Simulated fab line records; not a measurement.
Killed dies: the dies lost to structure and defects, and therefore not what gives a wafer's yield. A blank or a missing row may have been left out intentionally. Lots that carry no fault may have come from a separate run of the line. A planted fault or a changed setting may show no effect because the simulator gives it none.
fab line records | flow sky130
record lots=12 wafers=36 last-day=50
route steps=708 shown VT_ADJUST_LVTN@106 VT_ADJUST_NCORE@127 METAL4@635 PAD_OPEN@708
lots that met no fault: taken from a fault-free run of the same line
start-h: hours from the record's first day to the start of the lot's first wafer shown | wait-h: hours from the lot's prior step to this one | " same as the row above | L1.1+2: a single row standing in for several wafers | - no value present, or no start provided | * or withheld: withheld | < > ~ a bound
route shown NAME@n: NAME is a module with steps in the file, n the number in the route of the first one | usual: mean/standard deviation of fault-free wafers | same: alike in all rows | chamber/n: place in a boat | sites: per-site readings | _std_site: standard deviation of those values | _edge_site: inner sites' mean taken away from outer sites' mean | radius-mm: how far each site lies from the wafer's centre | mask NAME#n: copy n | behind: tool/chamber where the wafer was last shaped | hold: why the lot was held/for how many hours/how that ended | device: transistor that didn't switch, given as n, p or np | end of line: tests run on the same wafers once the route is complete | where a step has no rows: the recipe by itself | killed: count of dies lost to structure and defects at first sort (not the wafer's yield) | map: dies across one wafer; x = killed, . = not, _ = none there
set.NAME: setting as actually run; set.NAME@STEP: the setting as run at that earlier step | model.NAME: the simulator's own value behind a step, which no gauge read
route steps across a sampled set of lots; one table per step, one row per wafer
services: the hour from which a tool's chamber was out of use, counted from the record's first day as start-h (under 0 if before that day), plus the number of hours and why
## steps
# step SKY_VT_ADJUST_LVTN_STRIP_09
# recipe chemistry=O2/N2 power-w=1400 pressure-mtorr=1500 platen-temp-c=withheld o2-flow-sccm=3000 n2-flow-sccm=300 overash-fraction=0.5
# usual chamber-pressure-mTorr=1500.0/1.4 drypump-motor-current-A=5.6/0.55 n2-flow-sccm=300.0/0.87 oes-product-au=0.723/0.0044 strip-time-to-endpoint-s=36.93/0.089
# columns lot.wafer tool chamber start-h wait-h chamber-pressure-mTorr drypump-motor-current-A n2-flow-sccm oes-product-au rf-hours-counter-h strip-time-to-endpoint-s
L967.4 plasma-asher-04 0 143.34 0.1 1499.9 5.0 299.0 0.728 - 36.91
L967.5 " 1 " " 1500.7 5.3 302.2 0.721 - 36.90
L967.6 " 0 " " 1501.6 5.0 299.6 0.719 - 36.87
L968.1 plasma-asher-02 1 148.40 0.1 1500.6 5.4 298.5 0.727 48 36.98
L968.4 " 1 " " 1500.2 5.4 300.3 0.733 - 37.02
L968.5 " 0 " " 1500.8 5.6 300.3 0.719 - 36.89
L969.1 plasma-asher-04 1 153.97 0.1 1499.2 5.3 299.7 0.722 34 36.83
L969.5 " 0 " " 1497.7 5.0 299.3 0.719 - 36.86
L969.6 " 1 " " 1499.6 5.3 299.9 0.726 - 36.85
L970.1 plasma-asher-04 1 164.00 0.1 1503.3 5.3 300.7 0.717 35 37.00
L970.3 " 0 " " 1498.2 5.0 300.4 0.715 - 36.92
L970.5 " 0 " " 1498.7 5.0 299.3 0.723 - 37.01
L971.2 plasma-asher-02 0 167.50 0.1 1503.6 5.6 300.1 0.724 50 36.88
L971.4 " 0 " " 1500.6 5.6 301.7 0.723 - 37.03
L971.5 " 1 " " 1501.0 5.4 299.5 0.723 - 36.92
L972.2 plasma-asher-02 1 181.56 0.1 1500.0 5.4 299.6 0.719 52 36.99
L972.4 " 1 " " 1499.0 5.4 299.8 0.723 - 36.87
L972.5 " 0 " " 1499.7 5.6 301.3 0.712 - 36.97
L973.1 plasma-asher-03 0 181.75 0.1 1500.4 6.7 300.5 0.731 6 36.83
L973.3 " 0 " " 1500.8 6.7 300.5 0.719 - 36.89
L973.5 " 1 " " 1499.6 5.9 299.6 0.721 - 36.71
L983.1 plasma-asher-04 1 247.21 0.1 1499.6 5.3 300.3 0.724 41 36.90
L983.2 " 0 " " 1501.0 5.0 300.7 0.722 41 36.97
L983.5 " 0 " " 1499.1 5.0 299.7 0.727 - 37.00
L984.1 plasma-asher-03 1 255.50 0.1 1499.8 5.9 299.6 0.719 14 36.89
L984.4 " 0 " " 1500.7 6.7 300.6 0.721 - 36.92
L984.6 " 1 " " 1499.1 5.9 301.0 0.725 - 36.94
L986.2 plasma-asher-02 0 265.15 0.1 1500.1 5.6 300.4 0.729 60 36.87
L986.4 " 0 " " 1500.0 5.6 299.7 0.725 - 36.86
L986.5 " 0 " " 1501.2 5.6 302.3 0.726 - 36.85
L988.4 plasma-asher-04 1 283.39 0.1 1500.9 5.3 299.5 0.726 - 37.00
L988.5 " 1 " " 1499.1 5.3 300.9 0.723 - 37.09
L988.6 " 0 " " 1497.9 5.0 299.1 0.719 - 36.94
L989.1 plasma-asher-04 1 287.51 0.1 1499.1 5.3 299.1 0.721 46 37.02
L989.4 " 1 " " 1500.8 5.3 299.3 0.725 - 37.01
L989.6 " 1 " " 1502.4 5.3 298.7 0.726 - 36.90
# step SKY_VT_ADJUST_NCORE_OVL_MEAS_08
# usual VT_ADJUST_NCORE_OVL=1.0/1.3
# columns lot.wafer tool chamber start-h wait-h VT_ADJUST_NCORE_OVL[nm]
L967.4 overlay-02 - 181.81 0.1 0.9
L967.5 " - " " 2.3
L967.6 " - " " 0.2
L968.1 overlay-02 - 187.54 0.1 2.6
L968.4 " - " " 3.4
L968.5 " - " " 2.3
L969.1 overlay-01 - 192.97 0.1 1.8
L969.5 " - " " 1.4
L969.6 " - " " 1.5
L970.1 overlay-02 - 203.69 0.1 2.2
L970.3 " - " " 1.3
L970.5 " - " " 3.2
L971.2 overlay-02 - 208.02 0.1 2.7
L971.4 " - " " -0.8
L971.5 " - " " 1.6
L972.2 overlay-01 - 224.17 0.1 0.3
L972.4 " - " " -1.3
L972.5 " - " " 0.4
L973.1 overlay-02 - 224.47 0.1 -1.7
L973.3 " - " " 0.7
L973.5 " - " " 0.5
L983.1 overlay-01 - 295.59 0.1 0.7
L983.2 " - " " -0.5
L983.5 " - " " 0.4
L984.1 overlay-02 - 304.64 0.1 1.1
L984.4 " - " " -0.5
L984.6 " - " " -0.5
L986.2 overlay-01 - 314.69 0.1 -0.2
L986.4 " - " " 1.0
L986.5 " - " " 0.4
L988.4 overlay-01 - 333.93 0.1 3.1
L988.5 " - " " 2.5
L988.6 " - " " 2.3
L989.1 overlay-02 - 338.62 0.1 1.0
L989.4 " - " " 1.5
L989.6 " - " " -0.1
# step SKY_METAL4_STRIP_19
# recipe chemistry=O2/N2 power-w=1400 pressure-mtorr=1500 platen-temp-c=withheld o2-flow-sccm=3000 n2-flow-sccm=300 overash-fraction=0.5
# usual chamber-pressure-mTorr=1500.1/1.2 drypump-motor-current-A=5.7/0.51 n2-flow-sccm=300.0/0.9 oes-product-au=0.504/0.0054 strip-time-to-endpoint-s=6.57/0.073
# columns lot.wafer tool chamber start-h wait-h chamber-pressure-mTorr drypump-motor-current-A n2-flow-sccm oes-product-au rf-hours-counter-h strip-time-to-endpoint-s
L967.4 plasma-asher-03 1 978.66 0.1 1500.2 5.9 301.5 0.507 - 6.55
L967.5 " 0 " " 1499.7 6.7 301.5 0.494 - 6.61
L967.6 " 1 " " 1499.9 5.9 300.8 0.502 - 6.59
L969.1 plasma-asher-02 1 989.00 0.1 1501.0 5.4 301.2 0.508 25 6.65
L969.5 " 1 " " 1501.6 5.4 300.9 0.504 - 6.61
L969.6 " 0 " " 1500.4 5.6 299.7 0.496 - 6.60
L968.1 plasma-asher-04 1 991.58 0.1 1502.7 5.3 300.9 0.498 117 6.57
L968.4 " 0 " " 1500.8 5.0 300.6 0.507 - 6.56
L968.5 " 0 " " 1501.7 5.0 300.9 0.508 - 6.57
L970.1 plasma-asher-02 1 1001.63 0.1 1499.1 5.4 300.9 0.500 26 6.57
L970.3 " 0 " " 1499.7 5.6 298.9 0.508 - 6.57
L970.5 " 1 " " 1500.1 5.4 299.9 0.502 - 6.53
L971.2 plasma-asher-02 0 1004.25 0.1 1498.8 5.6 300.3 0.512 27 6.59
L971.4 " 1 " " 1500.0 5.4 300.7 0.503 - 6.60
L971.5 " 1 " " 1501.4 5.4 299.7 0.506 - 6.55
L972.2 plasma-asher-03 0 1019.70 0.1 - - - - - -
L972.4 " 0 " " - - - - - -
L972.5 " 0 " " - - - - - -
L973.1 plasma-asher-03 1 1024.46 0.1 - - - - - -
L973.3 " 0 " " - - - - - -
L973.5 " 1 " " - - - - - -
L983.1 plasma-asher-03 1 1086.66 0.1 1501.2 5.9 300.3 0.508 92 6.66
L983.2 " 0 " " 1499.2 6.7 300.8 0.501 92 6.51
L983.5 " 1 " " 1500.8 5.9 299.9 0.498 - 6.55
L984.1 plasma-asher-03 0 1091.60 0.1 1500.6 6.6 300.2 0.497 93 6.41
L984.4 " 1 " " 1500.3 5.9 301.0 0.495 - 6.42
L984.6 " 0 " " 1501.4 6.7 299.6 0.500 - 6.39
L986.2 plasma-asher-02 1 1100.40 0.1 1499.3 5.4 300.9 0.499 37 6.51
L986.4 " 1 " " 1499.4 5.4 300.5 0.510 - 6.58
L986.5 " 0 " " 1500.0 5.6 299.1 0.500 - 6.56
L988.4 plasma-asher-03 0 1115.02 0.1 1500.7 6.7 300.7 0.511 - 6.62
L988.5 " 1 " " 1500.6 5.9 299.6 0.498 - 6.64
L988.6 " 0 " " 1498.5 6.7 301.1 0.511 - 6.64
L989.1 plasma-asher-03 1 1120.36 0.1 1501.3 5.9 299.2 0.511 95 6.62
L989.4 " 0 " " 1502.7 6.7 299.4 0.508 - 6.57
L989.6 " 1 " " 1499.8 5.9 299.4 0.503 - 6.59
# step SKY_PAD_OPEN_PROBE_99
# usual defect-limited-yield=82.8/2 killed_at_M0_to_M3=42/7.3 killed_at_M4_up=3.2/1.8 killed-at-contacts=25/5.2 killed-at-front-end=15/4.6 killed-at-other=0.3/0.62 killed-dies=85/9.9 killed-on-rim=17/3.9 killed-open=46/7.1 killed-short=38/5.7 sort_bin_3_pad_short=0.9/0.42 sort_bin_5_function=10.0/1.5 sort_bin_6_memory=6.3/1.2 sort-n-pass=407/9.9 sort-yield-pct=82.8/2
# same gross-dies=492 killed-at-back-side=0 sort_bin_4_leakage[%]=0 sort_bin_8_speed[%]=0
# columns lot.wafer tool chamber start-h wait-h defect-limited-yield[%] killed_at_M0_to_M3 killed_at_M4_up killed-at-contacts killed-at-front-end killed-at-other killed-dies killed-on-rim killed-open killed-short sort_bin_3_pad_short[%] sort_bin_5_function[%] sort_bin_6_memory[%] sort-n-pass sort-yield-pct[%]
L972.2 prober-01 - 1110.84 0.1 0 58 384 32 18 0 492 96 54 57 1.6 89.2 9.1 0 0
L972.4 prober-01 - 1110.94 0.2 0 37 413 25 17 0 492 96 39 46 1.0 93.1 5.9 0 0
L972.5 prober-01 - 1110.99 0.2 0 39 417 24 12 0 492 96 42 33 1.0 92.5 6.5 0 0
L973.1 prober-02 - 1115.89 0.1 0 56 401 19 16 0 492 96 49 46 0.2 93.7 6.1 0 0
L973.3 prober-02 - 1115.99 0.2 0 55 404 21 12 0 492 96 55 36 1.0 93.3 5.7 0 0
L973.5 prober-02 - 1116.09 0.2 0 46 404 27 14 1 492 96 53 38 0.8 90.9 8.3 0 0
L983.5 prober-02 - 1168.92 0.2 81.5 44 4 27 16 0 91 22 51 40 1.2 10.4 6.9 401 81.5
# killed by level:class
L972.2 VIA4:area-hdpcvd=381 VIA1:geometric-particle:open=16 LI_CONTACT:geometric-particle:open=9 CONTACT:geometric-particle:short=8 VIA3:geometric-particle:short=7 VIA3:geometric-particle:open=7 FIELD_ISO:geometric-particle:short=6 CONTACT:geometric-particle:open=6
L972.4 VIA4:area-hdpcvd=406 CONTACT:geometric-particle:open=8 VIA1:geometric-particle:open=8 LI_CONTACT:geometric-particle:open=7 VIA1:geometric-particle:short=6 CONTACT:geometric-particle:short=6 FIELD_ISO:geometric-particle:short=5 VIA2:geometric-particle:short=5
L972.5 VIA4:area-hdpcvd=417 CONTACT:geometric-particle:short=9 CONTACT:geometric-particle:open=8 VIA1:geometric-particle:open=8 VIA2:geometric-particle:open=7 VIA1:geometric-particle:short=5 FIELD_ISO:geometric-particle:open=4 METAL1:geometric-particle:short=3
L973.1 VIA4:area-hdpcvd=397 VIA1:geometric-particle:open=11 VIA2:geometric-particle:short=10 METAL1:geometric-particle:short=8 VIA3:geometric-particle:open=8 VIA2:geometric-particle:open=7 POLY_GATE:geometric-particle:open=6 METAL2:geometric-particle:short=6
L973.3 VIA4:area-hdpcvd=401 VIA1:geometric-particle:open=11 CONTACT:geometric-particle:open=10 VIA2:geometric-particle:open=10 VIA3:geometric-particle:open=9 VIA2:geometric-particle:short=6 LI_CONTACT:geometric-particle:open=5 CONTACT:geometric-particle:short=5
L973.5 VIA4:area-hdpcvd=401 CONTACT:geometric-particle:open=14 LI_CONTACT:geometric-particle:open=7 VIA1:geometric-particle:short=7 VIA3:geometric-particle:open=7 VIA1:geometric-particle:open=6 METAL2:geometric-particle:short=5 VIA2:geometric-particle:open=5
L983.5 CONTACT:geometric-particle:open=12 VIA1:geometric-particle:open=9 CONTACT:geometric-particle:short=8 VIA3:geometric-particle:open=8 FIELD_ISO:geometric-particle:open=7 VIA2:geometric-particle:open=7 METAL1:geometric-particle:short=6 METAL2:geometric-particle:short=5
## services
# columns tool chamber start-h hours kind
plasma-asher-03 - 167.15 4.1 repair
plasma-asher-04 - 225.64 15.6 pm
plasma-asher-03 - 276.32 14.2 repair
plasma-asher-04 - 358.59 1.9 repair
plasma-asher-04 - 429.90 0.6 repair
plasma-asher-03 - 478.63 11.4 repair
plasma-asher-03 - 491.73 2.8 pm
plasma-asher-02 - 513.52 2.8 pm
plasma-asher-03 - 553.36 14.6 pm
plasma-asher-02 - 563.16 2.7 repair
plasma-asher-04 - 584.14 2.7 repair
plasma-asher-03 - 606.37 0.7 repair
plasma-asher-04 - 627.18 4.0 pm
plasma-asher-03 - 713.24 2.6 repair
plasma-asher-02 - 733.75 9.0 pm
plasma-asher-02 0 733.75 9.0 vent-cycle
plasma-asher-02 1 733.75 9.0 vent-cycle
plasma-asher-02 0 742.75 - clean
plasma-asher-02 1 742.75 - clean
plasma-asher-03 - 755.00 0.6 repair
plasma-asher-04 - 939.21 2.8 pm
plasma-asher-03 - 1012.13 1.5 repair
plasma-asher-03 - 1021.01 2.1 repair
plasma-asher-04 - 1055.25 9.0 pm
## key
first-sign step=SKY_METAL4_STRIP_19 reading=tool-record direction=missing
effect step=SKY_PAD_OPEN_PROBE_99 reading=killed_at_M4_up direction=up sigmas=99+ usual=3.2 struck=403.8
more-kills-born-at SKY_VIA4_HDPCVD_00@hdpcvd-01=1204 SKY_VIA4_HDPCVD_00@hdpcvd-02=1199
met-at SKY_METAL4_STRIP_19
struck-lots L972,L973
later-rows-left-out L972.2,L972.4,L972.5,L973.1,L973.3,L973.5
not-acting-at SKY_VT_ADJUST_LVTN_STRIP_09,SKY_VT_ADJUST_NCORE_OVL_MEAS_08
onset-between 978.66 1019.70
fault kind=skipped-step-whole tool=plasma-asher-03 chamber=- onset-h=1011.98 steps=SKY_METAL4_STRIP_19 scope=struck-lots-only
# later-rows-left-out: the simulator's readings of these wafers behind a module that went badly wrong aren't trusted and aren't shown, but for the sort
